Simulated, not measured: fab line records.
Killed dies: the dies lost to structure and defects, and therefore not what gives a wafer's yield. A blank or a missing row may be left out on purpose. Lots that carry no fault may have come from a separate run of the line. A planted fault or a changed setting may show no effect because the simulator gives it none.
Which tool was responsible? -- flow gf180mcu -- 13 lots, 39 wafers sampled, at 5 steps of a route of 602

== WHAT THE GAUGES SHOWED, per wafer ==
GF_VT_IMPLANT_TW_MEAS_10. Usual: VT_IMPLANT_TW gives 565 (standard deviation 6.6).
lot,measured,on,VT_IMPLANT_TW,flag
L190,day 6 03:16,film_metro-02,560 566 566,
L191,day 6 10:38,film_metro-01,550 551 551,
L192,day 6 14:41,film_metro-02,564 565 563,
L193,day 6 19:35,film_metro-01,546 553 551,
L194,day 7 03:44,film_metro-03,572 567 568,
L197,day 7 21:23,film_metro-03,511 509 510,OFF
L198,day 8 05:59,film_metro-02,508 506 506,OFF
L199,day 8 11:02,film_metro-03,570 571 571,
L206,day 10 03:46,film_metro-03,562 564 564,
L207,day 10 14:38,film_metro-03,564 565 565,
L208,day 10 19:38,film_metro-03,564 563 561,
L209,day 11 00:59,film_metro-01,552 556 548,
L211,day 11 13:16,film_metro-03,571 570 570,

GF_HV_LDD_OVL_MEAS_08. Usual: HV_LDD_OVL gives 0.2 nm (standard deviation 1.3).
lot,measured,on,HV_LDD_OVL (nm),flag
L190,day 10 16:39,overlay-02,0.9 1.2 -0.2,
L191,day 11 06:07,overlay-02,1.7 1.2 2.5,
L192,day 11 09:22,overlay-02,-0.5 0.2 0.3,
L193,day 11 15:31,overlay-02,1.2 1.2 -0.2,
L194,day 11 23:01,overlay-02,-0.1 2.3 1.1,
L197,day 12 18:40,overlay-02,0.0 0.0 -2.5,
L198,day 13 06:13,overlay-01,0.4 -0.6 1.3,
L199,day 13 10:28,overlay-02,-0.6 0.9 1.0,
L206,day 15 11:32,overlay-02,0.7 -0.3 0.6,
L207,day 16 00:53,overlay-02,1.9 2.3 4.9,
L208,day 16 04:22,overlay-02,-2.4 0.0 -0.3,
L209,day 16 14:34,overlay-02,0.6 -0.7 0.4,
L211,day 17 01:17,overlay-02,0.9 -0.4 -0.3,

GF_PSD_CD_MEAS_07 targets a cd of 400 nm. Usual: 400.9 nm for cd_nm, sd 2.1.
lot,measured,on,cd_nm (nm),flag
L190,day 14 22:38,cd_sem-01,395.9 396.4 396.9,
L191,day 15 14:23,cd_sem-02,401.9 402.8 400.5,
L192,day 15 19:36,cd_sem-01,399.6 402.4 401.2,
L193,day 16 04:46,cd_sem-01,402.5 401.8 403.4,
L194,day 16 11:31,cd_sem-02,400.7 401.9 401.5,
L197,day 17 10:02,cd_sem-01,403.3 399.9 400.6,
L198,day 18 01:34,cd_sem-01,402.2 401.0 398.9,
L199,day 18 05:47,cd_sem-01,401.4 399.3 398.6,
L206,day 20 11:50,cd_sem-02,400.1 399.4 396.4,
L207,day 21 03:59,cd_sem-01,400.6 401.6 402.3,
L208,day 21 06:46,cd_sem-02,402.9 401.6 402.4,
L209,day 21 16:50,cd_sem-02,400.4 398.8 397.8,
L211,day 22 03:33,cd_sem-02,399.8 396.3 399.6,

== TOOL THAT RAN EACH LOT (tool first, then ch and the chambers of the sampled wafers, then the start) ==
lot,GF_VT_IMPLANT_IMPLANT_08,GF_VT_IMPLANT_STRIP_31
L190,"implanter-01 ch 0, day 6 03:01","plasma_asher-01 ch 0,1, day 7 10:23"
L191,"implanter-04 ch 0, day 6 10:23","plasma_asher-02 ch 0,1, day 7 17:47"
L192,"implanter-04 ch 0, day 6 14:26","plasma_asher-01 ch 0,1, day 7 21:46"
L193,"implanter-01 ch 0, day 6 19:22","plasma_asher-02 ch 0, day 8 04:28"
L194,"implanter-02 ch 0, day 7 03:31","plasma_asher-01 ch 0,1, day 8 12:58"
L197,"implanter-01 ch 0, day 7 21:08","plasma_asher-02 ch 0,1, day 9 06:37"
L198,"implanter-01 ch 0, day 8 05:44","plasma_asher-02 ch 0,1, day 9 15:35"
L199,"implanter-02 ch 0, day 8 10:50","plasma_asher-04 ch 0,1, day 9 20:42"
L206,"implanter-04 ch 0, day 10 03:31","plasma_asher-02 ch 0, day 11 15:07"
L207,"implanter-04 ch 0, day 10 14:23","plasma_asher-04 ch 0,1, day 12 03:43"
L208,"implanter-01 ch 0, day 10 19:23","plasma_asher-04 ch 0,1, day 12 09:53"
L209,"implanter-04 ch 0, day 11 00:44","plasma_asher-04 ch 0,1, day 12 15:07"
L211,"implanter-02 ch 0, day 11 13:04","plasma_asher-02 ch 0,1, day 13 04:03"
- GF_VT_IMPLANT_IMPLANT_08
- GF_VT_IMPLANT_STRIP_31: strips in O2/N2.

== AS READ BY THE TOOLS THEMSELVES (means over the sampled wafers that have a number; for cases with no such wafer, the mark the record gives instead) ==
GF_VT_IMPLANT_IMPLANT_08. Usual: dose_ions_cm2 8.29e+12, standard deviation 9.8e+09; faraday_current_uA 46.9, standard deviation 0.91.
lot,tool,dose_ions_cm2,faraday_current_uA,flag
L190,implanter-01,8.29e+12,47.6,
L191,implanter-04,8.29e+12,46.9,
L192,implanter-04,8.29e+12,46.9,
L193,implanter-01,8.30e+12,47.3,
L194,implanter-02,8.29e+12,47.5,
L197,implanter-01,5.90e+12,33.6,OFF
L198,implanter-01,5.91e+12,33.1,OFF
L199,implanter-02,8.28e+12,47.5,
L206,implanter-04,8.30e+12,46.6,
L207,implanter-04,8.29e+12,46.9,
L208,implanter-01,8.28e+12,46.1,
L209,implanter-04,8.30e+12,47.5,
L211,implanter-02,8.27e+12,47.2,

GF_VT_IMPLANT_STRIP_31. Usual: drypump_motor_current_A 6.0 A, standard deviation 0.51; heater_power_w 356 W, standard deviation 44; oes_product_au 0.716 a.u., standard deviation 0.0051; strip_time_to_endpoint_s 12.62 s, standard deviation 0.032.
lot,tool,drypump_motor_current_A (A),heater_power_w (W),oes_product_au (a.u.),strip_time_to_endpoint_s (s),flag
L190,plasma_asher-01,6.1,317,0.716,12.60,
L191,plasma_asher-02,6.2,376,0.720,12.62,
L192,plasma_asher-01,6.4,321,0.712,12.62,
L193,plasma_asher-02,5.9,418,0.723,12.56,
L194,plasma_asher-01,6.2,314,0.718,12.58,
L197,plasma_asher-02,6.2,372,0.718,12.66,
L198,plasma_asher-02,6.4,342,0.714,12.57,
L199,plasma_asher-04,5.6,380,0.713,12.63,
L206,plasma_asher-02,5.9,413,0.716,12.61,
L207,plasma_asher-04,5.6,392,0.717,12.58,
L208,plasma_asher-04,5.6,393,0.719,12.63,
L209,plasma_asher-04,5.4,377,0.719,12.64,
L211,plasma_asher-02,6.4,343,0.718,12.64,

== THE ANSWER, worked out from the rows above alone ==
Rule: lot off if the mean of its wafers having a number is beyond 3 standard deviations from the usual mean. A lot without any number at a reading at which 4 lots or more have one is off too. Where the step has rows for the other lots, those lots are counted as sound. Order of review: gauges by route order, followed by the tools' own readings, for which a lot's mean as printed above is used. At the first step where some lot is off, the reading lying furthest off is the one used; lots without a number count as furthest.
Off: L197, L198, at GF_VT_IMPLANT_TW_MEAS_10 (VT_IMPLANT_TW).
If a tool, at a process step before that reading, ran all the lots that are off and no sound lot after the first of them, it fits. The gauges at GF_VT_IMPLANT_TW_MEAS_10 aren't tried: what is off there is off at GF_VT_IMPLANT_IMPLANT_08 too, on other tools, and a gauge's error can't cause that. Not one of the candidates tried fits.

== WHAT THE SIMULATOR HAD PUT IN ==
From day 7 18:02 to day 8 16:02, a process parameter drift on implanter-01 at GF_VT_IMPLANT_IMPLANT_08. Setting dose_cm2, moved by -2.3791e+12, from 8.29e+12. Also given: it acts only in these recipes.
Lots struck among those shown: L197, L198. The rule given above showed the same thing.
